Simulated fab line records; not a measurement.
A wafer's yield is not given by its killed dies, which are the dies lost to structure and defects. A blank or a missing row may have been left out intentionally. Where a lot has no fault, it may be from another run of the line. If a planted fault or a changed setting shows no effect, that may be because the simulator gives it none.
What tool caused it? :: flow sky130 :: 42 wafers from 14 lots sampled at 2 of the route's 708 steps

WHAT THE GAUGES SHOWED, per wafer
Not one reading of a measure or inspect step in the record can be checked against a usual standard deviation.

TOOL THAT RAN EACH LOT (tool first, then ch and the chambers of the sampled wafers, then the start)
lot: L371
SKY_SONOS_ONO_SOFTBAKE_09: lithoTrack-03 ch 0, day 11 22:27
SKY_PAD_OPEN_PROBE_99: -

lot: L372
SKY_SONOS_ONO_SOFTBAKE_09: lithoTrack-02 ch 0, day 12 06:57
SKY_PAD_OPEN_PROBE_99: -

lot: L375
SKY_SONOS_ONO_SOFTBAKE_09: lithoTrack-02 ch 0, day 13 03:12
SKY_PAD_OPEN_PROBE_99: -

lot: L376
SKY_SONOS_ONO_SOFTBAKE_09: lithoTrack-02 ch 0, day 13 13:28
SKY_PAD_OPEN_PROBE_99: -

lot: L378
SKY_SONOS_ONO_SOFTBAKE_09: lithoTrack-03 ch 0, day 14 02:58
SKY_PAD_OPEN_PROBE_99: prober-02, day 47 12:52

lot: L379
SKY_SONOS_ONO_SOFTBAKE_09: lithoTrack-02 ch 0, day 14 13:37
SKY_PAD_OPEN_PROBE_99: prober-01, day 47 18:11

lot: L384
SKY_SONOS_ONO_SOFTBAKE_09: lithoTrack-03 ch 0, day 16 07:24
SKY_PAD_OPEN_PROBE_99: prober-01, day 48 20:31

lot: L385
SKY_SONOS_ONO_SOFTBAKE_09: lithoTrack-01 ch 0, day 16 18:07
SKY_PAD_OPEN_PROBE_99: -

lot: L386
SKY_SONOS_ONO_SOFTBAKE_09: lithoTrack-01 ch 0, day 16 22:04
SKY_PAD_OPEN_PROBE_99: -

lot: L389
SKY_SONOS_ONO_SOFTBAKE_09: lithoTrack-01 ch 0, day 17 19:56
SKY_PAD_OPEN_PROBE_99: -

lot: L390
SKY_SONOS_ONO_SOFTBAKE_09: lithoTrack-02 ch 0, day 18 14:24
SKY_PAD_OPEN_PROBE_99: -

lot: L391
SKY_SONOS_ONO_SOFTBAKE_09: lithoTrack-03 ch 0, day 18 23:57
SKY_PAD_OPEN_PROBE_99: prober-01, day 50 10:26

lot: L392
SKY_SONOS_ONO_SOFTBAKE_09: lithoTrack-02 ch 0, day 19 09:48
SKY_PAD_OPEN_PROBE_99: -

lot: L394
SKY_SONOS_ONO_SOFTBAKE_09: lithoTrack-03 ch 0, day 20 18:30
SKY_PAD_OPEN_PROBE_99: -
- SKY_SONOS_ONO_SOFTBAKE_09: time 60 s.
- SKY_PAD_OPEN_PROBE_99

WHAT THE TOOLS THEMSELVES READ (means of the sampled wafers that have a number; where no wafer has one, the mark that the record gives instead)
SKY_SONOS_ONO_SOFTBAKE_09.
lot: L371
tool: lithoTrack-03
heaterPowerTotalW (W): 56.61
resistLineTempC (C): 23.01
runLengthS (s): 89.37

lot: L372
tool: lithoTrack-02
heaterPowerTotalW (W): 56.63
resistLineTempC (C): 23.07
runLengthS (s): 89.55

lot: L375
tool: lithoTrack-02
heaterPowerTotalW (W): 56.60
resistLineTempC (C): 23.04
runLengthS (s): 89.46

lot: L376
tool: lithoTrack-02
heaterPowerTotalW (W): 58.11
resistLineTempC (C): 23.07
runLengthS (s): 84.84

lot: L378
tool: lithoTrack-03
heaterPowerTotalW (W): 56.60
resistLineTempC (C): 23.08
runLengthS (s): 89.28

lot: L379
tool: lithoTrack-02
heaterPowerTotalW (W): 58.10
resistLineTempC (C): 22.84
runLengthS (s): 84.74

lot: L384
tool: lithoTrack-03
heaterPowerTotalW (W): 56.62
resistLineTempC (C): 22.91
runLengthS (s): 89.34

lot: L385
tool: lithoTrack-01
heaterPowerTotalW (W): 56.60
resistLineTempC (C): 22.90
runLengthS (s): 89.34

lot: L386
tool: lithoTrack-01
heaterPowerTotalW (W): 56.60
resistLineTempC (C): 23.01
runLengthS (s): 89.21

lot: L389
tool: lithoTrack-01
heaterPowerTotalW (W): 56.60
resistLineTempC (C): 22.88
runLengthS (s): 89.16

lot: L390
tool: lithoTrack-02
heaterPowerTotalW (W): 56.62
resistLineTempC (C): 23.05
runLengthS (s): 89.37

lot: L391
tool: lithoTrack-03
heaterPowerTotalW (W): 56.60
resistLineTempC (C): 23.15
runLengthS (s): 89.33

lot: L392
tool: lithoTrack-02
heaterPowerTotalW (W): 56.60
resistLineTempC (C): 22.92
runLengthS (s): 89.53

lot: L394
tool: lithoTrack-03
heaterPowerTotalW (W): 56.58
resistLineTempC (C): 23.13
runLengthS (s): 89.38

SKY_PAD_OPEN_PROBE_99.
lot: L378
tool: prober-02
killed_at_M0_to_M3: 39
killed_at_M4_up: 5.3
killedAtContacts: 25
killedAtFrontEnd: 18
killedAtOther: 0.3
killedDies: 87
killedOpen: 46
killedShort: 41

lot: L379
tool: prober-01
killed_at_M0_to_M3: 42
killed_at_M4_up: 2.7
killedAtContacts: 20
killedAtFrontEnd: 15
killedAtOther: 0.7
killedDies: 81
killedOpen: 46
killedShort: 35

lot: L384
tool: prober-01
killed_at_M0_to_M3: 48
killed_at_M4_up: 3.3
killedAtContacts: 28
killedAtFrontEnd: 15
killedAtOther: 1.0
killedDies: 95
killedOpen: 54
killedShort: 40

lot: L391
tool: prober-01
killed_at_M0_to_M3: 45
killed_at_M4_up: 2.3
killedAtContacts: 24
killedAtFrontEnd: 10
killedAtOther: 0.3
killedDies: 81
killedOpen: 42
killedShort: 39

THE ANSWER, worked out from the rows above alone
Rule: the usual values come from the lots themselves. The widest of any qualifying gaps counts: lots, ordered by their means at a reading, are off when they make up no more than a third of the lots, leave a main group of 4 or more, and stand apart from it by 3 or more times the standard deviation of that group's means. A main group whose means are all the same, to the digits that the tables above print for the reading, isn't used. Also off: a lot with no number at a reading for which 4 or more lots have one. Where the step has rows for the other lots, those lots are counted as sound. After the gauges, taken in route order, come the tools' own readings; for these a lot's mean is taken, as printed above. The first step at which some lot is off is used, and at that step the reading that is off furthest; a lot without a number counts as furthest.
Off: L376, L379 (SKY_SONOS_ONO_SOFTBAKE_09, heaterPowerTotalW). Main group: mean 56.61 W, sd 0.013.
If a tool, at that step or one of the process steps before it, ran each lot that is off and ran no sound lot following the first of them, it fits. None of those tried fits.

WHAT THE SIMULATOR PUT IN
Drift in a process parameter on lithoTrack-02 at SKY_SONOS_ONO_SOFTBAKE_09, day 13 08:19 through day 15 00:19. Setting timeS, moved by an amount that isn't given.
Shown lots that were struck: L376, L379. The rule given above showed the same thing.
